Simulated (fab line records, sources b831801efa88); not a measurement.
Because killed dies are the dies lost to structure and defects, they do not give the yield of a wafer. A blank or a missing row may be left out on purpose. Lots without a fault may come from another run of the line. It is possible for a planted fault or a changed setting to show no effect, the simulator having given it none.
Check for tools in common :: flow sky130 :: Sample size 12 lots and 36 wafers

## WHY THIS WAS OPENED
Flagged at SKY_CONTACT_CD_MEAS_14: reading cdNm, on 2 of 12 lots. Fault-free wafers read 170.1 nm, with a standard deviation of 1.5.
Rule: a lot is flagged when every wafer of it that has a number lies more than 4 standard deviations from that mean, or none has a number. The rest of the lots are taken to be sound.

lot: L801
measured: day 31 18:25
on: cdSem-01
cdNm (nm), wafer by wafer: 171.9 170.2 170.8
flag: 

lot: L804
measured: day 32 13:09
on: cdSem-01
cdNm (nm), wafer by wafer: 169.6 168.8 168.1
flag: 

lot: L806
measured: day 33 06:45
on: cdSem-02
cdNm (nm), wafer by wafer: 169.6 169.7 168.7
flag: 

lot: L808
measured: day 34 02:41
on: cdSem-02
cdNm (nm), wafer by wafer: 169.3 170.7 169.9
flag: 

lot: L809
measured: day 34 11:16
on: cdSem-01
cdNm (nm), wafer by wafer: 170.8 170.8 170.0
flag: 

lot: L812
measured: day 35 07:57
on: cdSem-02
cdNm (nm), wafer by wafer: 167.8 168.6 168.0
flag: 

lot: L813
measured: day 35 11:44
on: cdSem-01
cdNm (nm), wafer by wafer: 169.7 168.4 169.4
flag: 

lot: L818
measured: day 37 06:30
on: cdSem-01
cdNm (nm), wafer by wafer: 144.1 140.2 123.8
flag: FLAGGED

lot: L819
measured: day 37 13:26
on: cdSem-02
cdNm (nm), wafer by wafer: 154.8 139.6 160.1
flag: FLAGGED

lot: L821
measured: day 38 02:51
on: cdSem-01
cdNm (nm), wafer by wafer: 168.0 168.4 168.7
flag: 

lot: L822
measured: day 38 04:01
on: cdSem-01
cdNm (nm), wafer by wafer: 169.3 170.0 169.0
flag: 

lot: L824
measured: day 38 13:27
on: cdSem-01
cdNm (nm), wafer by wafer: 168.7 171.0 170.5
flag: 
The mean of the flagged lots' numbers is 143.8 nm, -26.3 nm from the usual (-18 standard deviations).

## TOOL THAT RAN EACH LOT
Before the reading, the record contains 2 process steps out of a 708-step route. Cell contents, in order: the tool; ch with the chambers the sampled wafers went through; the start.
lot: L801
flag: 
SKY_LOCAL_INTERCONNECT_STRIP_15: plasmaAsher-03 ch 0,1, day 30 13:43
SKY_CONTACT_EXPOSE_11: krfScanner-01 ch 0, day 31 05:04

lot: L804
flag: 
SKY_LOCAL_INTERCONNECT_STRIP_15: plasmaAsher-01 ch 0,1, day 31 08:42
SKY_CONTACT_EXPOSE_11: krfScanner-01 ch 0, day 32 00:40

lot: L806
flag: 
SKY_LOCAL_INTERCONNECT_STRIP_15: plasmaAsher-01 ch 0, day 32 02:21
SKY_CONTACT_EXPOSE_11: krfScanner-01 ch 0, day 32 16:47

lot: L808
flag: 
SKY_LOCAL_INTERCONNECT_STRIP_15: plasmaAsher-04 ch 0,1, day 32 23:22
SKY_CONTACT_EXPOSE_11: krfScanner-02 ch 0, day 33 14:09

lot: L809
flag: 
SKY_LOCAL_INTERCONNECT_STRIP_15: plasmaAsher-01 ch 0,1, day 33 07:21
SKY_CONTACT_EXPOSE_11: krfScanner-01 ch 0, day 33 21:25

lot: L812
flag: 
SKY_LOCAL_INTERCONNECT_STRIP_15: plasmaAsher-04 ch 0,1, day 34 04:43
SKY_CONTACT_EXPOSE_11: krfScanner-01 ch 0, day 34 19:24

lot: L813
flag: 
SKY_LOCAL_INTERCONNECT_STRIP_15: plasmaAsher-04 ch 0, day 34 08:46
SKY_CONTACT_EXPOSE_11: krfScanner-02 ch 0, day 34 22:40

lot: L818
flag: FLAGGED
SKY_LOCAL_INTERCONNECT_STRIP_15: plasmaAsher-01 ch 0,1, day 36 02:34
SKY_CONTACT_EXPOSE_11: krfScanner-01 ch 0, day 36 17:38

lot: L819
flag: FLAGGED
SKY_LOCAL_INTERCONNECT_STRIP_15: plasmaAsher-03 ch 0,1, day 36 10:26
SKY_CONTACT_EXPOSE_11: krfScanner-01 ch 0, day 37 00:23

lot: L821
flag: 
SKY_LOCAL_INTERCONNECT_STRIP_15: plasmaAsher-04 ch 0,1, day 37 00:16
SKY_CONTACT_EXPOSE_11: krfScanner-02 ch 0, day 37 14:56

lot: L822
flag: 
SKY_LOCAL_INTERCONNECT_STRIP_15: plasmaAsher-01 ch 0,1, day 37 02:11
SKY_CONTACT_EXPOSE_11: krfScanner-02 ch 0, day 37 15:54

lot: L824
flag: 
SKY_LOCAL_INTERCONNECT_STRIP_15: plasmaAsher-03 ch 0,1, day 37 10:34
SKY_CONTACT_EXPOSE_11: krfScanner-02 ch 0, day 38 01:38
These steps, and what they do:
- SKY_LOCAL_INTERCONNECT_STRIP_15: strips in O2/N2.
- SKY_CONTACT_EXPOSE_11: exposes mask CTM1, target cd 170 nm.
- SKY_CONTACT_CD_MEAS_14: target cd 170 nm.

## FLAGGED OVER TOTAL, TOOL BY TOOL (the gauges that took the reading come last)
step: SKY_LOCAL_INTERCONNECT_STRIP_15
tool: plasmaAsher-01
lots run: 5
flagged: 1
share of the flagged lots: some
sound lots run after its first flagged lot: 1 (L822)

step: SKY_LOCAL_INTERCONNECT_STRIP_15
tool: plasmaAsher-03
lots run: 3
flagged: 1
share of the flagged lots: some
sound lots run after its first flagged lot: 1 (L824)

step: SKY_LOCAL_INTERCONNECT_STRIP_15
tool: plasmaAsher-04
lots run: 4
flagged: 0
share of the flagged lots: none
sound lots run after its first flagged lot: -

step: SKY_CONTACT_EXPOSE_11
tool: krfScanner-01
lots run: 7
flagged: 2
share of the flagged lots: all
sound lots run after its first flagged lot: 0

step: SKY_CONTACT_EXPOSE_11
tool: krfScanner-02
lots run: 5
flagged: 0
share of the flagged lots: none
sound lots run after its first flagged lot: -

step: SKY_CONTACT_CD_MEAS_14
tool: cdSem-01
lots run: 8
flagged: 1
share of the flagged lots: some
sound lots run after its first flagged lot: 3 (L821,L822,L824)

step: SKY_CONTACT_CD_MEAS_14
tool: cdSem-02
lots run: 4
flagged: 1
share of the flagged lots: some
sound lots run after its first flagged lot: 0

## WHAT THE TABLE PERMITS
In the table, 1 row covers all flagged lots: krfScanner-01 at SKY_CONTACT_EXPOSE_11.
- krfScanner-01 at SKY_CONTACT_EXPOSE_11 ran 7 lots, 2 of them flagged. Last sound lot L812 at day 34 19:24, first flagged lot L818 at day 36 17:38; a fault beginning in between fits.
What remains is a single tool, krfScanner-01 at SKY_CONTACT_EXPOSE_11.

## WHAT THE SIMULATOR PUT IN
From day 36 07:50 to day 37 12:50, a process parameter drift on krfScanner-01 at SKY_CONTACT_EXPOSE_11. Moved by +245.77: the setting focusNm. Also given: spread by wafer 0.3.
Lots struck among those shown: L818, L819. The rule above found the same.
